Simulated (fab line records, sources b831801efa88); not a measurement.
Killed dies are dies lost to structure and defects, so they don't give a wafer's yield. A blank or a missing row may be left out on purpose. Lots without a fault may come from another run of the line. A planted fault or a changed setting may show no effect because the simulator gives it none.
fab line records | flow gf180mcu
record lots=24 wafers=72 last_day=34
route steps=602 shown M2@378 V2@396 M4@472 M5@535 V5@542 PASSIVATION@601
lots that met no fault: from a run of the same line without faults
start_h: hours from the record's first day to the start of the lot's first wafer shown | wait_h: hours since the lot's step before | " the same as in the row above | L1.1+2: a row that stands for several wafers | - no value, or no start given | * or withheld: withheld | < > ~ a bound
route shown NAME@n: a module of which the file shows steps, and the number in the route of the first | usual: mean/standard deviation of fault-free wafers | same: alike in all rows | chamber/n: place in a boat | sites: the reading at each site | _std_site: their standard deviation | _edge_site: outer sites' mean less inner sites' | radius_mm: how far each site lies from the wafer's centre | mask NAME#n: copy n | behind: the tool/chamber that last shaped the wafer | hold: why the lot was held/for how many hours/how that ended | device: the transistor (n, p or np) that didn't switch | end of line: the same wafers' tests at the end of the route | a step without rows: its recipe alone | killed: dies lost to structure and defects at the first sort, not the wafer's yield | map: a wafer's dies, x killed, . not, _ none there
set.NAME: the setting as run; set.NAME@STEP: as run at that earlier step | model.NAME: the simulator's own value behind a step, which no gauge read
steps of the route over a sample of lots; a table a step, a row a wafer
services: from which hour (start_h, from the record's first day; less than 0 if before it) a tool's chamber was out of use, for how many hours, and why
## steps
# step GF_M2_METAL_ETCH_16
# recipe chemistry=Cl2/BCl3 mask_material=KrF target_depth_nm=750.8 stop_on=SiO2 pressure_mtorr=8 icp_w=800 bias_w=140 Cl2_flow_sccm=80 bcl3_flow_sccm=40 time_s=125.1
# usual drypump_motor_current_A=5.9/0.39 oes_product_au=0.988/0.0061 throttle_valve_pct=28.232/0.01
# columns lot.wafer tool chamber start_h wait_h drypump_motor_current_A oes_product_au rf_hours_counter_h throttle_valve_pct
L074.1 rie_metal-03 1 435.00 0.0 5.4 0.998 7 28.225
L074.2 " 0 " " 5.8 0.996 9 28.223
L074.4 " 1 " " 5.4 0.986 - 28.228
L075.1 rie_metal-03 0 443.14 0.0 5.8 0.992 9 28.244
L075.2 " 1 " " 5.4 0.988 7 28.212
L075.3 " 0 " " 5.8 0.992 - 28.225
L076.2 rie_metal-04 0 456.10 0.0 6.1 0.995 13 28.227
L076.4 " 1 " " 6.4 0.984 - 28.241
L076.5 " 1 " " 6.4 0.986 - 28.237
L077.1 rie_metal-02 0 467.84 0.0 5.4 0.989 9 28.238
L077.3 " 0 " " 5.4 0.991 - 28.240
L077.4 " 1 " " 6.1 0.981 - 28.231
L078.1 rie_metal-02 0 473.99 0.0 5.4 0.997 9 28.224
L078.4 " 0 " " 5.4 0.990 - 28.235
L078.6 " 0 " " 5.4 0.989 - 28.237
L079.4 rie_metal-02 0 486.72 0.1 5.4 0.988 - 28.220
L079.5 " 0 " " 5.4 0.991 - 28.235
L079.6 " 1 " " 6.0 0.976 - 28.239
L080.1 rie_metal-02 1 497.07 0.0 6.0 0.982 11 28.230
L080.2 " 0 " " 5.4 0.985 10 28.218
L080.6 " 0 " " 5.4 0.986 - 28.237
L081.2 rie_metal-04 1 508.30 0.1 6.4 0.989 - 28.247
L081.5 " 1 " " 6.5 0.994 - 28.239
L081.6 " 1 " " 6.4 0.977 - 28.227
L082.1 rie_metal-04 1 515.04 0.0 6.4 0.989 6 28.238
L082.3 " 1 " " 6.5 0.983 - 28.250
L082.5 " 1 " " 6.4 0.992 - 28.222
L083.1 rie_metal-04 1 522.45 0.0 6.4 0.985 7 28.236
L083.3 " 0 " " 6.1 0.993 - 28.221
L083.4 " 1 " " 6.4 0.982 - 28.226
L084.1 rie_metal-02 0 533.20 0.0 5.4 0.984 11 28.214
L084.2 " 0 " " 5.4 0.986 - 28.228
L084.3 " 0 " " 5.4 0.988 - 28.245
L085.1 rie_metal-03 1 534.69 0.0 5.4 0.992 10 28.230
L085.3 " 1 " " 5.4 0.994 - 28.236
L085.5 " 0 " " 5.8 0.997 - 28.228
L086.1 rie_metal-03 1 553.90 0.0 5.4 0.981 10 28.235
L086.2 " 0 " " 5.8 0.990 12 28.226
L086.5 " 1 " " 5.4 0.982 - 28.223
L087.1 rie_metal-04 1 555.50 0.0 6.4 0.989 7 28.236
L087.3 " 0 " " 6.1 0.993 - 28.230
L087.6 " 0 " " 6.1 0.994 - 28.237
L088.2 rie_metal-02 0 563.44 0.0 5.4 0.980 12 28.243
L088.3 " 1 " " 6.0 0.990 - 28.224
L088.4 " 0 " " 5.4 0.999 - 28.240
L089.3 rie_metal-04 1 568.99 0.1 6.5 0.987 - 28.237
L089.4 " 0 " " 6.0 0.988 - 28.221
L089.6 " 0 " " 6.1 0.990 - 28.233
L090.1 rie_metal-04 0 579.50 0.0 6.1 0.980 2 28.236
L090.2 " 1 " " 6.4 0.979 8 28.239
L090.3 " 0 " " 6.1 0.986 - 28.237
L091.1 rie_metal-04 1 584.05 0.0 6.4 0.978 8 28.236
L091.3 " 0 " " 6.1 0.986 - 28.239
L091.5 " 0 " " 6.1 0.988 - 28.230
L092.1 rie_metal-04 0 591.59 0.0 6.1 0.996 2 28.223
L092.5 " 1 " " 6.4 0.984 - 28.236
L092.6 " 0 " " 6.1 0.988 - 28.245
L093.1 rie_metal-02 0 597.94 0.0 5.4 0.986 13 28.238
L093.3 " 0 " " 5.4 0.994 - 28.216
L093.5 " 0 " " 5.4 0.988 - 28.223
L094.1 rie_metal-02 1 607.45 0.0 6.0 0.995 2 28.226
L094.3 " 0 " " 5.4 0.987 - 28.232
L094.5 " 1 " " 6.0 0.993 - 28.238
L095.2 rie_metal-03 1 612.05 0.0 5.4 0.999 12 28.241
L095.3 " 1 " " 5.4 0.987 - 28.214
L095.4 " 0 " " 5.8 0.998 - 28.220
L096.2 rie_metal-03 1 618.00 0.0 5.4 0.989 13 28.211
L096.4 " 0 " " 5.8 0.997 - 28.230
L096.5 " 0 " " 5.8 0.995 - 28.213
L097.2 rie_metal-04 0 624.75 0.0 6.1 1.002 4 28.219
L097.4 " 0 " " 6.1 0.990 - 28.237
L097.6 " 1 " " 6.4 0.987 - 28.239
# step GF_V2_CD_MEAS_14
# recipe target_cd_nm=260
# usual cd_nm=260.1/1.5
# columns lot.wafer tool chamber start_h wait_h cd_nm
L074.1 cd_sem-01 - 461.39 0.1 257.7
L074.2 " - " " 258.1
L074.4 " - " " 259.6
L075.1 cd_sem-02 - 468.42 0.1 262.9
L075.2 " - " " 263.2
L075.3 " - " " 263.0
L076.2 cd_sem-01 - 481.04 0.1 262.7
L076.4 " - " " 260.8
L076.5 " - " " 262.2
L077.1 cd_sem-01 - 492.69 0.1 260.5
L077.3 " - " " 258.8
L077.4 " - " " 259.9
L078.1 cd_sem-02 - 499.25 0.1 261.8
L078.4 " - " " 261.6
L078.6 " - " " 262.8
L079.4 cd_sem-02 - 511.36 0.1 257.4
L079.5 " - " " 256.9
L079.6 " - " " 256.6
L080.1 cd_sem-02 - 522.15 0.1 259.7
L080.2 " - " " 259.7
L080.6 " - " " 261.8
L081.2 cd_sem-01 - 533.19 0.1 261.0
L081.5 " - " " 258.7
L081.6 " - " " 259.8
L082.1 cd_sem-01 - 539.95 0.2 261.0
L082.3 " - " " 259.8
L082.5 " - " " 261.4
L083.1 cd_sem-02 - 546.15 0.1 261.0
L083.3 " - " " 260.9
L083.4 " - " " 261.8
L084.1 cd_sem-01 - 557.10 0.1 259.5
L084.2 " - " " 258.1
L084.3 " - " " 258.8
L085.1 cd_sem-01 - 558.62 0.1 260.6
L085.3 " - " " 261.0
L085.5 " - " " 261.1
L086.1 cd_sem-02 - 576.92 0.1 260.5
L086.2 " - " " 260.4
L086.5 " - " " 261.0
L087.1 cd_sem-01 - 578.52 0.1 261.5
L087.3 " - " " 260.9
L087.6 " - " " 260.2
L088.2 cd_sem-01 - 586.32 0.1 260.2
L088.3 " - " " 258.9
L088.4 " - " " 259.6
L089.3 cd_sem-01 - 591.96 0.1 261.0
L089.4 " - " " 259.7
L089.6 " - " " 261.2
L090.1 cd_sem-01 - 602.05 0.1 261.1
L090.2 " - " " 261.9
L090.3 " - " " 259.9
L091.1 cd_sem-01 - 606.29 0.1 258.5
L091.3 " - " " 258.8
L091.5 " - " " 258.8
L092.1 cd_sem-01 - 614.55 0.1 260.4
L092.5 " - " " 261.7
L092.6 " - " " 260.7
L093.1 cd_sem-01 - 620.34 0.1 260.1
L093.3 " - " " 259.3
L093.5 " - " " 259.6
L094.1 cd_sem-02 - 629.52 0.1 260.0
L094.3 " - " " 259.9
L094.5 " - " " 261.0
L095.2 cd_sem-02 - 633.26 0.1 258.9
L095.3 " - " " 258.7
L095.4 " - " " 258.3
L096.2 cd_sem-01 - 640.32 0.1 257.0
L096.4 " - " " 258.0
L096.5 " - " " 256.8
L097.2 cd_sem-02 - 646.31 0.1 260.7
L097.4 " - " " 260.7
L097.6 " - " " 260.7
# step GF_M4_METAL_ETCH_16
# recipe chemistry=Cl2/BCl3 mask_material=KrF target_depth_nm=750.8 stop_on=SiO2 pressure_mtorr=8 icp_w=800 bias_w=140 Cl2_flow_sccm=80 bcl3_flow_sccm=40 time_s=125.1
# usual drypump_motor_current_A=6.0/0.34 oes_product_au=0.990/0.0056 throttle_valve_pct=28.231/0.011
# columns lot.wafer tool chamber start_h wait_h drypump_motor_current_A oes_product_au rf_hours_counter_h throttle_valve_pct
L074.1 rie_metal-04 0 537.60 0.0 6.1 0.983 1 28.223
L074.2 " 1 " " 6.5 0.981 7 28.238
L074.4 " 0 " " 6.1 0.987 - 28.223
L075.1 rie_metal-02 0 543.65 0.0 5.4 0.986 11 28.224
L075.2 " 1 " " 6.0 0.981 0 28.231
L075.3 " 1 " " 6.0 0.992 - 28.226
L076.2 rie_metal-02 1 555.39 0.0 6.0 0.991 0 28.215
L076.4 " 0 " " 5.4 0.991 - 28.230
L076.5 " 0 " " 5.4 0.990 - 28.236
L077.1 rie_metal-04 1 566.64 0.0 6.4 0.988 8 28.238
L077.3 " 1 " " 6.5 0.990 - 28.224
L077.4 " 0 " " 6.1 0.989 - 28.242
L078.1 rie_metal-02 0 572.80 0.0 5.4 0.993 12 28.220
L078.4 " 0 " " 5.4 1.001 - 28.226
L078.6 " 1 " " 6.0 0.992 - 28.232
L079.4 rie_metal-02 0 583.15 0.1 5.4 0.998 - 28.240
L079.5 " 1 " " 6.0 0.994 - 28.208
L079.6 " 0 " " 5.4 0.986 - 28.241
L080.1 rie_metal-01 1 593.90 0.0 5.7 0.980 0 28.242
L080.2 " 0 " " 6.3 0.995 11 28.240
L080.6 " 1 " " 5.7 0.981 - 28.245
L081.2 rie_metal-01 0 603.59 0.0 6.3 0.992 12 28.246
L081.5 " 0 " " 6.3 0.993 - 28.238
L081.6 " 1 " " 5.7 0.982 - 28.241
L082.1 rie_metal-04 1 610.45 0.0 6.4 0.990 9 28.244
L082.3 " 0 " " 6.1 0.991 - 28.232
L082.5 " 0 " " 6.1 0.988 - 28.220
L083.1 rie_metal-04 1 615.69 0.0 6.4 0.983 10 28.237
L083.3 " 1 " " 6.4 0.987 - 28.257
L083.4 " 0 " " 6.1 0.997 - 28.232
L084.1 rie_metal-01 0 626.30 0.0 6.3 0.993 13 28.237
L084.2 " 1 " " 5.7 0.982 1 28.234
L084.3 " 0 " " 6.3 0.990 - 28.222
L085.1 rie_metal-02 1 627.60 0.0 6.0 0.995 2 28.228
L085.3 " 1 " " 6.0 0.986 - 28.221
L085.5 " 1 " " 6.0 0.988 - 28.222
L086.1 rie_metal-04 1 644.04 0.0 6.5 0.992 11 28.217
L086.2 " 0 " " 6.1 1.000 4 28.231
L086.5 " 1 " " 6.4 0.990 - 28.244
L087.1 rie_metal-02 0 645.65 0.0 5.4 0.977 0 28.257
L087.3 " 0 " " 5.4 0.987 - 28.221
L087.6 " 1 " " 6.0 0.992 - 28.224
L088.2 rie_metal-04 0 651.54 0.0 6.1 0.986 5 28.212
L088.3 " 0 " " 6.1 0.986 - 28.215
L088.4 " 1 " " 6.5 0.993 - 28.227
L089.3 rie_metal-01 1 658.40 0.1 5.7 0.984 - 28.250
L089.4 " 0 " " 6.3 0.994 - 28.220
L089.6 " 1 " " 5.7 0.983 - 28.229
L090.1 rie_metal-01 1 667.50 0.0 5.7 0.985 2 28.243
L090.2 " 0 " " 6.3 0.996 14 28.221
L090.3 " 1 " " 5.7 0.986 - 28.216
L091.1 rie_metal-04 1 671.39 0.0 6.4 0.993 12 28.229
L091.3 " 0 " " 6.1 0.999 - 28.228
L091.5 " 1 " " 6.4 0.980 - 28.216
L092.1 rie_metal-02 0 677.79 0.0 5.4 0.985 1 28.232
L092.5 " 0 " " 5.4 0.994 - 28.229
L092.6 " 1 " " 6.0 0.994 - 28.212
L093.1 rie_metal-02 1 684.14 0.0 6.1 0.989 4 28.238
L093.3 " 0 " " 5.4 0.998 - 28.223
L093.5 " 0 " " 5.4 0.994 - 28.227
L094.1 rie_metal-01 0 692.24 0.0 6.3 0.991 16 28.231
L094.3 " 1 " " 5.7 0.987 - 28.242
L094.5 " 1 " " 5.7 0.976 - 28.261
L095.2 rie_metal-01 1 695.63 0.1 5.7 0.979 - 28.245
L095.3 " 1 " " 5.7 0.982 - 28.257
L095.4 " 1 " " 5.7 0.988 - 28.232
L096.2 rie_metal-01 1 702.30 0.1 5.7 0.983 - 28.243
L096.4 " 1 " " 5.7 0.989 - 28.233
L096.5 " 1 " " 5.7 0.987 - 28.247
L097.2 rie_metal-01 0 709.15 0.0 6.3 0.995 0 28.235
L097.4 " 1 " " 5.7 0.984 - 28.243
L097.6 " 0 " " 6.3 0.992 - 28.233
# step GF_M5_ETCH_09
# recipe chemistry=CF4/O2 target=Si3N4 target_depth_nm=52 source_w=800 bias_w=150 pressure_mtorr=150 cf4_flow_sccm=80 O2_flow_sccm=10 time_s=11.6
# usual O2_flow_sccm=10.005/0.028 drypump_motor_current_A=5.5/0.31 oes_product_au=1.001/0.0077 throttle_valve_pct=5.971/0.0085
# columns lot.wafer tool chamber start_h wait_h O2_flow_sccm drypump_motor_current_A oes_product_au rf_hours_counter_h throttle_valve_pct
L074.1 rie_diel-01 0 606.72 0.0 10.007 5.8 0.983 65 5.968
L074.2 " 2 " " 10.010 5.4 1.010 37 5.966
L074.4 " 1 " " 10.003 5.1 0.998 72 5.979
L075.1 rie_diel-04 0 612.40 0.0 10.043 5.8 0.997 5 5.966
L075.2 " 1 " " 9.970 5.8 0.991 69 5.968
L075.3 " 3 " " 9.975 5.6 0.986 26 5.966
L076.2 rie_diel-03 2 623.44 0.0 9.984 6.0 0.988 1 5.958
L076.4 " 1 " " 9.980 5.7 1.005 50 5.973
L076.5 " 1 " " 9.939 5.7 1.000 - 5.974
L077.1 rie_diel-04 1 633.29 0.0 10.027 5.8 0.999 69 5.996
L077.3 " 2 " " 9.970 5.5 0.992 7 5.968
L077.4 " 3 " " 10.042 5.6 0.995 26 5.970
L078.1 rie_diel-03 0 639.69 0.0 9.996 4.7 1.009 8 5.973
L078.4 " 1 " " 9.965 5.7 0.998 50 5.973
L078.6 " 0 " " 10.031 4.7 0.999 - 5.970
L079.4 rie_diel-01 2 648.23 0.0 9.959 5.4 1.008 - 5.975
L079.5 " 0 " " 9.977 5.8 1.000 - 5.969
L079.6 " 3 " " 9.966 5.5 1.007 - 5.968
L080.1 rie_diel-01 2 657.37 0.0 10.011 5.4 0.997 39 5.976
L080.2 " 3 " " 9.960 5.5 1.005 11 5.964
L080.6 " 2 " " 10.002 5.4 1.007 - 5.953
L081.2 rie_diel-04 1 666.99 0.0 10.018 5.8 1.001 0 5.979
L081.5 " 3 " " 9.967 5.7 1.004 - 5.956
L081.6 " 2 " " 10.022 5.5 1.009 - 5.968
L082.1 rie_diel-04 2 673.99 0.0 10.023 5.5 1.000 8 5.964
L082.3 " 0 " " 10.013 5.8 1.000 8 5.982
L082.5 " 1 " " 10.042 5.8 1.007 - 5.964
L083.1 rie_diel-01 0 686.59 0.0 9.941 5.7 0.996 0 5.977
L083.3 " 3 " " 10.000 5.5 1.013 12 5.976
L083.4 " 1 " " 9.988 5.1 0.996 1 5.973
L084.1 rie_diel-04 3 688.67 0.0 10.012 5.6 0.997 29 5.957
L084.2 " 2 " " 10.007 5.5 0.990 9 5.971
L084.3 " 0 " " 10.031 5.8 1.002 9 5.977
L085.1 rie_diel-01 3 689.14 0.0 10.006 5.5 1.009 13 5.966
L085.3 " 2 " " 10.024 5.4 1.016 40 5.979
L085.5 " 0 " " 10.037 5.7 0.985 - 5.972
L086.1 rie_diel-01 2 704.16 0.0 10.000 5.4 1.010 41 5.977
L086.2 " 3 " " 10.008 5.5 1.007 13 5.979
L086.5 " 3 " " 10.014 5.5 1.024 - 5.971
L087.1 rie_diel-01 2 705.87 0.0 10.042 5.4 1.010 41 5.973
L087.3 " 0 " " 9.964 5.8 0.995 1 5.968
L087.6 " 0 " " 9.989 5.8 0.997 - 5.978
L088.2 rie_diel-01 0 712.14 0.0 10.041 5.8 0.995 1 5.957
L088.3 " 2 " " 10.001 5.4 1.009 41 5.985
L088.4 " 3 " " 9.973 5.5 1.014 14 5.974
L089.3 rie_diel-04 2 718.08 0.0 9.990 5.4 0.997 - 5.972
L089.4 " 1 " " 10.016 5.8 1.004 - 5.978
L089.6 " 1 " " 10.054 5.8 1.005 - 5.972
L090.1 rie_diel-03 3 726.05 0.0 9.983 5.8 1.022 47 5.960
L090.2 " 1 " " 10.021 5.7 1.010 54 5.968
L090.3 " 2 " " 10.050 6.0 1.005 4 5.967
L091.1 rie_diel-01 2 729.92 0.0 9.978 5.5 1.004 41 5.973
L091.3 " 3 " " 10.060 5.5 1.008 14 5.978
L091.5 " 0 " " 10.040 5.8 0.997 - 5.974
L092.1 rie_diel-03 2 735.64 0.0 10.044 6.0 0.999 5 5.975
L092.5 " 3 " " 10.035 5.8 1.009 - 5.954
L092.6 " 0 " " 10.003 4.7 1.015 - 5.977
L093.1 rie_diel-03 3 741.89 0.0 9.985 5.8 1.005 48 5.968
L093.3 " 2 " " 10.015 6.0 0.993 5 5.986
L093.5 " 3 " " 9.973 5.8 1.008 - 5.974
L094.1 rie_diel-01 2 748.84 0.0 10.022 5.5 1.000 42 5.970
L094.3 " 3 " " 9.996 5.5 0.999 15 5.963
L094.5 " 2 " " 9.998 5.4 1.002 - 5.972
L095.2 rie_diel-03 3 752.25 0.0 10.034 5.8 1.007 49 5.962
L095.3 " 2 " " 10.007 6.0 0.986 - 5.978
L095.4 " 3 " " 10.044 5.8 1.006 - 5.975
L096.2 rie_diel-01 1 757.86 0.0 10.013 5.1 0.996 4 5.971
L096.4 " 3 " " 9.999 5.5 1.009 16 5.977
L096.5 " 0 " " 10.047 5.7 0.990 - 5.970
L097.2 rie_diel-01 1 764.05 0.0 9.967 5.1 0.998 4 5.987
L097.4 " 0 " " 10.009 5.8 0.998 3 5.984
L097.6 " 2 " " 9.996 5.4 1.002 - 5.979
# step GF_V5_CVD_02
# recipe material=SiO2 target_thk_nm=1450 precursor=TEOS temp_c=400 time_s=163.28 rf_w=600
# usual heater_power_w=643/120
# columns lot.wafer tool chamber start_h wait_h heater_power_w
L074.1 pecvd-02 0 607.54 0.1 640
L074.2 " 2 " " 522
L074.4 " 2 " " 576
L075.1 pecvd-01 2 613.26 0.1 625
L075.2 " 0 " " 778
L075.3 " 1 " " 881
L076.2 pecvd-01 1 624.23 0.0 830
L076.4 " 0 " " 658
L076.5 " 1 " " 941
L077.1 pecvd-02 0 634.12 0.1 513
L077.3 " 1 " " 682
L077.4 " 0 " " 607
L078.1 pecvd-03 0 640.52 0.1 557
L078.4 " 1 " " 564
L078.6 " 0 " " 613
L079.4 pecvd-02 0 649.08 0.1 514
L079.5 " 1 " " 688
L079.6 " 2 " " 589
L080.1 pecvd-02 1 658.16 0.1 630
L080.2 " 0 " " 625
L080.6 " 0 " " 505
L081.2 pecvd-02 0 667.78 0.0 614
L081.5 " 2 " " 470
L081.6 " 0 " " 495
L082.1 pecvd-03 0 674.81 0.1 590
L082.3 " 1 " " 716
L082.5 " 1 " " 582
L083.1 pecvd-02 1 687.85 0.1 597
L083.3 " 0 " " 642
L083.4 " 1 " " 691
L084.1 pecvd-01 0 689.46 0.1 709
L084.2 " 2 " " 580
L084.3 " 1 " " 888
L085.1 pecvd-02 2 690.01 0.1 546
L085.3 " 0 " " 559
L085.5 " 0 " " 619
L086.1 pecvd-01 2 704.95 0.1 595
L086.2 " 1 " " 996
L086.5 " 0 " " 652
L087.1 pecvd-02 0 706.66 0.1 614
L087.3 " 2 " " 518
L087.6 " 2 " " 576
L088.2 pecvd-03 2 712.93 0.0 760
L088.3 " 0 " " 623
L088.4 " 2 " " 648
L089.3 pecvd-02 2 718.87 0.0 558
L089.4 " 1 " " 570
L089.6 " 2 " " 471
L090.1 pecvd-02 0 726.87 0.1 603
L090.2 " 2 " " 463
L090.3 " 1 " " 632
L091.1 pecvd-01 1 730.71 0.1 864
L091.3 " 0 " " 742
L091.5 " 2 " " 581
L092.1 pecvd-02 2 736.46 0.1 532
L092.5 " 1 " " 692
L092.6 " 2 " " 582
L093.1 pecvd-02 1 743.11 0.1 698
L093.3 " 2 " " 576
L093.5 " 2 " " 464
L094.1 pecvd-03 1 749.74 0.1 591
L094.3 " 0 " " 601
L094.5 " 1 " " 680
L095.2 pecvd-01 1 753.28 0.0 790
L095.3 " 0 " " 713
L095.4 " 0 " " 805
L096.2 pecvd-02 1 758.65 0.0 737
L096.4 " 1 " " 590
L096.5 " 2 " " 584
L097.2 pecvd-01 0 764.88 0.0 754
L097.4 " 1 " " 800
L097.6 " 2 " " 600
# step GF_PASSIVATION_BOW_MEAS_14
# recipe mode=bow
# usual PASSIVATION_BOW=137/9
# columns lot.wafer tool chamber start_h wait_h PASSIVATION_BOW[um]
L074.1 film_metro-03 - 672.77 0.0 126
L074.2 " - " " 127
L074.4 " - " " 120
L075.1 film_metro-03 - 677.39 0.0 127
L075.2 " - " " 140
L075.3 " - " " 133
L076.2 film_metro-01 - 687.49 0.0 137
L076.4 " - " " 146
L076.5 " - " " 137
L077.1 film_metro-03 - 697.65 0.0 146
L077.3 " - " " 153
L077.4 " - " " 143
L078.1 film_metro-04 - 702.61 0.0 134
L078.4 " - " " 131
L078.6 " - " " 143
L079.4 film_metro-03 - 711.71 0.1 141
L079.5 " - " " 136
L079.6 " - " " 145
L080.1 film_metro-03 - 718.83 0.0 139
L080.2 " - " " 142
L080.6 " - " " 135
L081.2 film_metro-04 - 728.18 0.0 141
L081.5 " - " " 130
L081.6 " - " " 132
L082.1 film_metro-01 - 735.68 0.0 127
L082.3 " - " " 117
L082.5 " - " " 123
L083.1 film_metro-04 - 747.50 0.0 147
L083.3 " - " " 148
L083.4 " - " " 145
L084.1 film_metro-03 - 747.85 0.0 129
L084.2 " - " " 137
L084.3 " - " " 147
L085.1 film_metro-01 - 749.85 0.0 140
L085.3 " - " " 142
L085.5 " - " " 135
L086.1 film_metro-01 - 763.31 0.0 143
L086.2 " - " " 137
L086.5 " - " " 139
L087.1 film_metro-03 - 764.41 0.0 139
L087.3 " - " " 121
L087.6 " - " " 139
L088.2 film_metro-03 - 770.12 0.0 138
L088.3 " - " " 140
L088.4 " - " " 141
L089.3 film_metro-03 - 773.75 0.0 136
L089.4 " - " " 144
L089.6 " - " " 142
L090.1 film_metro-03 - 779.95 0.0 140
L090.2 " - " " 128
L090.3 " - " " 133
L091.1 film_metro-04 - 785.05 0.0 146
L091.3 " - " " 157
L091.5 " - " " 149
L092.1 film_metro-03 - 790.93 0.0 127
L092.5 " - " " 118
L092.6 " - " " 127
L093.1 film_metro-04 - 794.56 0.0 133
L093.3 " - " " 128
L093.5 " - " " 122
L094.1 film_metro-01 - 802.88 0.0 152
L094.3 " - " " 142
L094.5 " - " " 153
L095.2 film_metro-03 - 806.20 0.0 148
L095.3 " - " " 138
L095.4 " - " " 132
L096.2 film_metro-04 - 809.68 0.0 140
L096.4 " - " " 137
L096.5 " - " " 143
L097.2 film_metro-01 - 815.80 0.0 130
L097.4 " - " " 134
L097.6 " - " " 124
## services
# columns tool chamber start_h hours kind
pecvd-01 2 431.53 2.1 repair
rie_diel-01 2 434.55 56.6 repair
rie_diel-03 3 443.79 4.3 repair
pecvd-01 - 447.15 0.5 repair
rie_diel-03 0 459.39 3.3 repair
rie_metal-01 1 484.30 3.5 repair
rie_diel-03 0 501.59 22.0 repair
rie_diel-01 0 502.20 9.3 repair
rie_diel-03 2 522.14 43.8 repair
pecvd-01 - 535.28 3.0 repair
rie_diel-01 3 557.49 4.1 repair
rie_diel-04 - 575.33 2.8 pm
rie_diel-04 3 580.71 9.3 repair
rie_metal-02 - 611.85 14.6 pm
rie_metal-01 1 612.26 11.3 repair
rie_diel-01 2 644.61 2.0 repair
rie_metal-02 - 672.20 2.8 pm
rie_metal-01 1 686.79 3.1 repair
pecvd-01 2 693.13 6.5 repair
rie_diel-01 2 722.36 6.9 repair
rie_metal-02 - 755.03 1.4 pm
rie_metal-04 - 755.51 0.4 repair
pecvd-02 - 755.75 2.8 pm
pecvd-01 - 759.11 0.5 repair
## key
fault none
